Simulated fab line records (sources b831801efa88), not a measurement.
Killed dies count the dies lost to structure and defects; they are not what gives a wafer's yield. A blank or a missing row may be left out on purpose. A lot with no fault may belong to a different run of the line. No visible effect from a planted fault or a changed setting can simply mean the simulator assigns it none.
fab line records	flow gf180mcu
record: lots: 11	wafers: 33	last_day: 34
route steps=602 shown V2@383 M3@410 V3@452 M4@457
lots that met no fault: from a run of the same line without faults
start_h: hours from the record's opening day to when the first of the lot's shown wafers began	wait_h: hours since the lot's step before	" repeats the value in the row above	L1.1+2: a single row standing in for several wafers	- value missing, or start not given	* or withheld: withheld	< > ~ a bound
route shown NAME@n: a module of which the file shows steps, and the number in the route of the first	usual: mean and standard deviation over wafers with no fault	same: alike in all rows	chamber/n: place in a boat	sites: readings site by site	_std_site: the standard deviation of these	_edge_site: the outer-site mean with the inner-site mean subtracted	radius_mm: how far each site lies from the wafer's centre	mask NAME#n: copy n	behind: tool/chamber where the wafer was last shaped	hold: why the lot went on hold/how many hours it stayed there/how the hold came to an end	device: the n, p or np transistor that did not switch	end of line: tests run on the same wafers once the route is complete	a step given without rows: its recipe and nothing more	killed: the dies lost at the first sort to structure and to defects; this is not the yield of the wafer	map: a wafer's dies, x killed, . not, _ none there
set.NAME: the setting as run; set.NAME@STEP: as run at that earlier step	model.NAME: the simulator's own value behind a step, which no gauge read
a sample of lots followed through the steps of the route, with each step as a table and each wafer as a row
services: from which hour (start_h, from the record's first day; less than 0 if before it) a tool's chamber was out of use, for how many hours, and why
== steps ==
step: GF_V2_THK_MEAS_01
recipe: reads: SiO2_of_V2_CVD_00
usual: V2_CVD_00_THK: 600/6.1
lot.wafer	tool	chamber	start_h	wait_h	V2_CVD_00_THK[nm]
L803.1	film_metro-04	-	421.43	0.0	603
L803.2	"	-	"	"	601
L803.3	"	-	"	"	610
L804.2	film_metro-03	-	443.86	0.1	596
L804.4	"	-	"	"	596
L804.5	"	-	"	"	584
L805.2	film_metro-03	-	444.96	0.1	600
L805.5	"	-	"	"	593
L805.6	"	-	"	"	598
L806.2	film_metro-02	-	451.88	0.0	603
L806.3	"	-	"	"	597
L806.6	"	-	"	"	600
L807.2	film_metro-03	-	462.32	0.0	599
L807.5	"	-	"	"	589
L807.6	"	-	"	"	604
L808.2	film_metro-02	-	528.41	0.0	600
L808.3	"	-	"	"	599
L808.5	"	-	"	"	605
L809.1	film_metro-02	-	531.97	0.0	606
L809.3	"	-	"	"	605
L809.5	"	-	"	"	602
L811.1	film_metro-04	-	537.66	0.0	618
L811.2	"	-	"	"	611
L811.5	"	-	"	"	614
L813.1	film_metro-03	-	540.26	0.0	606
L813.2	"	-	"	"	594
L813.6	"	-	"	"	596
L817.2	film_metro-02	-	576.30	0.0	602
L817.3	"	-	"	"	603
L817.4	"	-	"	"	595
L821.2	film_metro-02	-	617.45	0.0	589
L821.5	"	-	"	"	591
L821.6	"	-	"	"	601
step: GF_M3_SPUTTER_01
recipe: material: TiN	target_thk_nm: 30	power_w: 6500	time_s: 25	chamber_pressure_pa: 0.4
usual: throttle_valve_pct: 29.9/0.62
lot.wafer	tool	chamber	start_h	wait_h	throttle_valve_pct
L803.1	pvd_sputter-02	-	448.47	0.1	30.6
L803.2	"	-	"	"	29.2
L803.3	"	-	"	"	29.7
L804.2	pvd_sputter-01	-	470.56	0.1	28.7
L804.4	"	-	"	"	29.2
L804.5	"	-	"	"	29.4
L805.2	pvd_sputter-01	-	471.51	0.1	29.3
L805.5	"	-	"	"	29.0
L805.6	"	-	"	"	29.9
L806.2	pvd_sputter-02	-	478.73	0.1	29.7
L806.3	"	-	"	"	30.6
L806.6	"	-	"	"	29.8
L807.2	pvd_sputter-02	-	488.51	0.1	29.6
L807.5	"	-	"	"	30.2
L807.6	"	-	"	"	29.1
L808.2	pvd_sputter-02	-	552.96	0.1	29.6
L808.3	"	-	"	"	29.5
L808.5	"	-	"	"	29.3
L809.1	pvd_sputter-04	-	556.59	0.1	31.2
L809.3	"	-	"	"	29.6
L809.5	"	-	"	"	31.2
L811.1	pvd_sputter-04	-	561.62	0.1	30.5
L811.2	"	-	"	"	30.9
L811.5	"	-	"	"	31.1
L813.1	pvd_sputter-04	-	564.35	0.1	30.5
L813.2	"	-	"	"	30.2
L813.6	"	-	"	"	30.3
L817.2	pvd_sputter-04	-	599.06	0.1	29.4
L817.3	"	-	"	"	30.4
L817.4	"	-	"	"	30.6
L821.2	pvd_sputter-04	-	639.13	0.1	30.3
L821.5	"	-	"	"	30.4
L821.6	"	-	"	"	29.5
step: GF_V3_CVD_23
recipe: material: W	target_thk_nm: 350	time_s: 104.9	temp_c: 400	pressure_torr: 40
usual: heater_power_w: 896/94
lot.wafer	tool	chamber	start_h	wait_h	heater_power_w
L803.1	cvd_w-01	1	499.50	0.0	1019
L803.2	"	0	"	"	936
L803.3	"	1	"	"	1007
L804.2	cvd_w-01	1	521.20	0.0	1017
L804.4	"	0	"	"	894
L804.5	"	1	"	"	1010
L805.2	cvd_w-02	1	521.99	0.0	790
L805.5	"	0	"	"	804
L805.6	"	1	"	"	792
L806.2	cvd_w-01	1	528.59	0.0	1015
L806.3	"	1	"	"	1037
L806.6	"	0	"	"	956
L807.2	cvd_w-02	1	538.51	0.0	796
L807.5	"	0	"	"	817
L807.6	"	1	"	"	801
L808.2	cvd_w-01	0	597.75	0.0	957
L808.3	"	1	"	"	1004
L808.5	"	1	"	"	1032
L809.1	cvd_w-02	0	600.55	0.0	824
L809.3	"	0	"	"	822
L809.5	"	1	"	"	813
L811.1	cvd_w-02	0	605.18	0.0	821
L811.2	"	1	"	"	791
L811.5	"	1	"	"	783
L813.1	cvd_w-01	1	608.35	0.0	1022
L813.2	"	0	"	"	940
L813.6	"	0	"	"	934
L817.2	cvd_w-01	0	641.65	0.0	938
L817.3	"	0	"	"	929
L817.4	"	1	"	"	1041
L821.2	cvd_w-01	0	678.79	0.0	912
L821.5	"	1	"	"	1026
L821.6	"	0	"	"	950
step: GF_V3_RS_MEAS_24
recipe: thk_meas_gauge: four-point-probe	reads: W_of_V3_CVD_23+TiN_of_V3_SPUTTER_22+Ti_of_V3_SPUTTER_21
usual: V3_W_RS: 0.327/0.0038
lot.wafer	tool	chamber	start_h	wait_h	V3_W_RS[ohm/sq]
L803.1	film_metro-03	-	499.61	0.1	0.326
L803.2	"	-	"	"	0.330
L803.3	"	-	"	"	0.326
L804.2	film_metro-01	-	521.33	0.1	0.328
L804.4	"	-	"	"	0.330
L804.5	"	-	"	"	0.325
L805.2	film_metro-03	-	522.12	0.1	0.324
L805.5	"	-	"	"	0.326
L805.6	"	-	"	"	0.325
L806.2	film_metro-04	-	528.72	0.1	0.322
L806.3	"	-	"	"	0.321
L806.6	"	-	"	"	0.327
L807.2	film_metro-04	-	538.65	0.1	0.328
L807.5	"	-	"	"	0.332
L807.6	"	-	"	"	0.327
L808.2	film_metro-01	-	597.88	0.1	0.327
L808.3	"	-	"	"	0.326
L808.5	"	-	"	"	0.326
L809.1	film_metro-01	-	600.66	0.1	0.333
L809.3	"	-	"	"	0.334
L809.5	"	-	"	"	0.328
L811.1	film_metro-04	-	605.29	0.1	0.328
L811.2	"	-	"	"	0.269
L811.5	"	-	"	"	0.269
L813.1	film_metro-04	-	608.46	0.1	0.321
L813.2	"	-	"	"	0.326
L813.6	"	-	"	"	0.328
L817.2	film_metro-04	-	641.78	0.1	0.326
L817.3	"	-	"	"	0.327
L817.4	"	-	"	"	0.321
L821.2	film_metro-03	-	678.92	0.1	0.323
L821.5	"	-	"	"	0.325
L821.6	"	-	"	"	0.328
step: GF_V3_THK_MEAS_25
recipe: thk_meas_gauge: xrf	reads: W_of_V3_CVD_23
usual: V3_W_THK: 357/4.8
lot.wafer	tool	chamber	start_h	wait_h	V3_W_THK[nm]
L803.1	film_metro-03	-	499.73	0.1	358
L803.2	"	-	"	"	353
L803.3	"	-	"	"	357
L804.2	film_metro-01	-	521.44	0.1	357
L804.4	"	-	"	"	353
L804.5	"	-	"	"	358
L805.2	film_metro-03	-	522.23	0.1	357
L805.5	"	-	"	"	357
L805.6	"	-	"	"	360
L806.2	film_metro-04	-	528.83	0.1	359
L806.3	"	-	"	"	361
L806.6	"	-	"	"	357
L807.2	film_metro-04	-	538.76	0.1	354
L807.5	"	-	"	"	350
L807.6	"	-	"	"	354
L808.2	film_metro-01	-	597.99	0.1	361
L808.3	"	-	"	"	363
L808.5	"	-	"	"	364
L809.1	film_metro-01	-	600.78	0.1	352
L809.3	"	-	"	"	352
L809.5	"	-	"	"	358
L811.1	film_metro-04	-	605.41	0.1	355
L811.2	"	-	"	"	432
L811.5	"	-	"	"	431
L813.1	film_metro-04	-	608.58	0.1	359
L813.2	"	-	"	"	356
L813.6	"	-	"	"	355
L817.2	film_metro-04	-	641.89	0.1	356
L817.3	"	-	"	"	355
L817.4	"	-	"	"	364
L821.2	film_metro-03	-	679.03	0.1	359
L821.5	"	-	"	"	361
L821.6	"	-	"	"	354
step: GF_V3_CMP_26
recipe: stop_on: SiO2	down_force_psi: 3.5	platen_rpm: 60	t_overpolish_s: 15	target_thk_nm: 0	pad_velocity_m_s: 0.94248
usual: motor_current_A: 11.2/0.97	time_to_endpoint_s: 82/3.4
lot.wafer	tool	chamber	start_h	wait_h	motor_current_A	time_to_endpoint_s
L803.2	cmp-02	2	499.79	0.0	11.0	82
L803.3	"	0	"	"	12.3	86
L803.1	"	1	"	"	12.2	86
L804.2	cmp-02	0	521.49	0.0	12.6	87
L804.4	"	2	"	"	10.4	80
L804.5	"	1	"	"	10.5	87
L805.2	cmp-01	1	522.43	0.2	10.9	84
L805.6	"	2	"	"	9.6	83
L805.5	"	3	"	"	10.1	85
L806.2	cmp-02	3	528.99	0.1	10.9	89
L806.3	"	0	"	"	12.8	83
L806.6	"	1	"	"	11.9	90
L807.2	cmp-02	2	538.96	0.2	10.8	76
L807.5	"	3	"	"	10.5	82
L807.6	"	0	"	"	12.4	82
L808.2	cmp-02	2	598.09	0.1	10.5	74
L808.3	"	3	"	"	11.2	79
L808.5	"	2	"	"	10.4	77
L809.1	cmp-02	1	600.84	0.1	11.0	82
L809.3	"	3	"	"	11.0	81
L809.5	"	1	"	"	11.6	85
L811.2	cmp-02	3	605.53	0.1	10.1	103
L811.1	"	2	"	"	11.3	80
L811.5	"	0	"	"	12.9	100
L813.2	cmp-02	2	608.64	0.0	10.9	77
L813.1	"	3	"	"	10.9	88
L813.6	"	2	"	"	11.0	81
L817.3	cmp-01	2	641.99	0.1	10.0	80
L817.2	"	3	"	"	10.3	80
L817.4	"	0	"	"	11.9	84
L821.2	cmp-01	0	679.13	0.1	11.6	82
L821.5	"	3	"	"	9.7	82
L821.6	"	0	"	"	11.9	79
step: GF_M4_SPUTTER_01
recipe: material: TiN	target_thk_nm: 30	power_w: 6500	time_s: 25	chamber_pressure_pa: 0.4
usual: throttle_valve_pct: 29.9/0.69
lot.wafer	tool	chamber	start_h	wait_h	throttle_valve_pct
L803.1	pvd_sputter-03	-	500.19	0.1	30.7
L803.2	"	-	"	"	31.2
L803.3	"	-	"	"	29.0
L804.2	pvd_sputter-01	-	521.89	0.1	28.9
L804.4	"	-	"	"	29.8
L804.5	"	-	"	"	29.4
L805.2	pvd_sputter-02	-	522.68	0.1	29.7
L805.5	"	-	"	"	29.6
L805.6	"	-	"	"	30.2
L806.2	pvd_sputter-02	-	529.29	0.1	30.6
L806.3	"	-	"	"	29.6
L806.6	"	-	"	"	29.3
L807.2	pvd_sputter-02	-	539.21	0.1	29.7
L807.5	"	-	"	"	30.5
L807.6	"	-	"	"	29.4
L808.2	pvd_sputter-02	-	598.44	0.1	29.6
L808.3	"	-	"	"	29.3
L808.5	"	-	"	"	29.4
L809.1	pvd_sputter-02	-	601.24	0.1	30.1
L809.3	"	-	"	"	30.4
L809.5	"	-	"	"	29.7
L811.1	pvd_sputter-02	-	605.93	0.1	29.6
L811.2	"	-	"	"	30.5
L811.5	"	-	"	"	29.6
L813.1	pvd_sputter-01	-	609.04	0.1	29.7
L813.2	"	-	"	"	28.4
L813.6	"	-	"	"	29.7
L817.2	pvd_sputter-02	-	642.34	0.1	29.5
L817.3	"	-	"	"	29.6
L817.4	"	-	"	"	29.6
L821.2	pvd_sputter-02	-	679.48	0.1	29.7
L821.5	"	-	"	"	29.4
L821.6	"	-	"	"	29.2
== services ==
tool	chamber	start_h	hours	kind
cvd_w-02	0	458.17	6.9	repair
cmp-01	-	470.13	3.6	repair
cmp-02	-	471.78	1.4	repair
pvd_sputter-03	-	473.45	1.6	repair
pvd_sputter-02	-	489.47	8.8	repair
cmp-02	-	516.86	0.2	repair
pvd_sputter-03	-	541.32	1.4	repair
pvd_sputter-01	-	553.23	11.6	repair
cmp-02	-	563.49	1.8	repair
cmp-02	-	572.38	4.0	pm
cmp-02	-	576.38	-	consumable_replace:conditioner
cmp-01	-	591.55	22.1	repair
pvd_sputter-02	-	592.84	4.5	repair
pvd_sputter-02	3	604.75	-	consumable_replace:kit
pvd_sputter-02	3	604.75	18.0	scheduled_down
pvd_sputter-02	3	604.75	18.0	vent_cycle
cmp-01	-	604.81	1.0	repair
cmp-01	-	613.66	5.0	pm
cvd_w-02	-	622.71	6.9	pm
cmp-01	-	632.23	2.5	repair
cvd_w-02	-	639.89	28.1	pm
pvd_sputter-02	-	644.05	0.9	repair
cvd_w-01	0	655.15	3.2	repair
cvd_w-01	-	664.20	0.3	repair
== key ==
first_sign: step: GF_V3_RS_MEAS_24	reading: V3_W_RS	direction: down	sigmas: 15	usual: 0.327	struck: 0.269
effect: step: GF_V3_THK_MEAS_25	reading: V3_W_THK	direction: up	sigmas: 16	usual: 357	struck: 431
effect: step: GF_V3_CMP_26	reading: time_to_endpoint_s	direction: up	sigmas: 5.6	usual: *	struck: *
met_at GF_V3_CVD_23
struck_lots L811
struck_wafers L811.2,L811.5
not_acting_at GF_V2_THK_MEAS_01,GF_M3_SPUTTER_01,GF_M4_SPUTTER_01
onset_between 600.55 605.18
fault: kind: process_parameter_drift	tool: cvd_w-02	chamber: 1	onset_h: 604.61	steps: GF_V3_CVD_23	channel: target_thk_nm	offset: 74.541	shape: step	end_h: 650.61	acts_in: these_recipes_only	stated: 350
